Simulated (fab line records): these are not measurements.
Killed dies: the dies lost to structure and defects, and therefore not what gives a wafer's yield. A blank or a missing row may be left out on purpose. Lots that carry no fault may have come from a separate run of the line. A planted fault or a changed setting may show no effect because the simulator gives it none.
Comparing a struck lot with a sound one || flow sky130 || 15 steps out of a route of 708
Sound: these wafers, L343.1, L343.4, L343.6. Wafers L347.1, L347.2, L347.4 were the ones struck. The cause is given at the end.
Each step with rows lists, per side, the tool, then ch with its chambers, then its first start. Under that, the readings that differ: sound wafers || struck wafers || difference of the means || sigmas: that difference in standard deviations of wafers without a fault.
alike: same words and numbers on both sides, and readings whose means sit less than 2 such deviations apart. not compared: any withheld reading, any reading some wafer has no value for, any bound like >300 that may hide the same value, and any number with overlapping values for which the record gives no deviation.
Wherever a step has rows on one side only, a row that says differs or no value, or a row with sigmas, the two part there. When numbers do not overlap yet have no deviation, they are printed without sigmas and do not part them. Lack of a reading on every wafer of one side parts them only where that side has two or more wafers.

SKY_CAPM_METAL_ETCH_13: etches TiN in Cl2/BCl3, stops on SiO2, target depth 220 nm, time 62.9 s.
  sound on rie-metal-03 ch 0,1, day 40 20:44; struck on rie-metal-02 ch 0,1, day 42 04:56
  alike: drypump-motor-current-A, oes-product-au, throttle-valve-pct
  not compared: rf-hours-counter-h
SKY_CAPM_STRIP_14: strips in O2/N2.
  sound on plasma-asher-02 ch 1, day 40 20:49; struck on plasma-asher-01 ch 0,1, day 42 05:00
  alike: drypump-motor-current-A, oes-product-au, strip-time-to-endpoint-s
  not compared: rf-hours-counter-h
then, 10 steps without rows for these wafers: SKY_CAPM_STRIP_15 (strips in post etch residue remover, time 1200 s); SKY_CAPM_CLEAN_16 (cleans in IPA, time 180 s); SKY_CAPM_CLEAN_17 (cleans in O3/DIW); SKY_METAL3_DEHYDRATE_05 (time 60 s); SKY_METAL3_HMDS_06 (prime time 60 s); SKY_METAL3_COAT_07 (resist thk 60 nm); SKY_METAL3_COAT_08 (resist thk 1140 nm); SKY_METAL3_SOFTBAKE_09 (time 90 s); SKY_METAL3_EXPOSE_10 (exposes mask MM3, target cd 300 nm); SKY_METAL3_PEB_11.
SKY_METAL3_DEVELOP_12: develop time 60 s.
  sound on litho-track-01 ch 0, day 41 20:00; struck on litho-track-03 ch 0, day 43 03:00
{"reading": "developer-temp-C (C)", "sound": "21.07 21.26 21.19", "struck": "21.67 21.56 21.54", "difference": "+0.42", "sigmas": "+4"}
SKY_METAL3_CD_MEAS_13 targets a cd of 300 nm.
  sound: cd-sem-02 at day 41 20:47; struck: cd-sem-01 at day 43 03:54
  alike: cd-nm
-- the record jumps here: 6 days lie between the struck wafers' starts before and after (it left off in module METAL3 and takes up again in module PAD_OPEN, whose first step shown is number 708 of the route) --
SKY_PAD_OPEN_PROBE_99:
  sound: prober-01 at day 48 11:42; struck: prober-02 at day 49 11:55
  alike: defect-limited-yield, killed_at_M0_to_M3, killed_at_M4_up, killed-at-contacts, killed-at-front-end, killed-at-other, killed-dies, killed-open, killed-short, sort_bin_3_pad_short, sort_bin_5_function, sort_bin_6_memory, sort-n-pass, sort-yield-pct

== WHERE THEY PART ==
Only at SKY_METAL3_DEVELOP_12, as far as this record shows. Later steps at which nothing parts them and some readings are alike: SKY_METAL3_CD_MEAS_13, SKY_PAD_OPEN_PROBE_99.

WHY: what the simulator had put in
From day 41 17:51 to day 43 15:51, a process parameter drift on litho-track-03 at SKY_METAL3_DEVELOP_12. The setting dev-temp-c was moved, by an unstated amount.
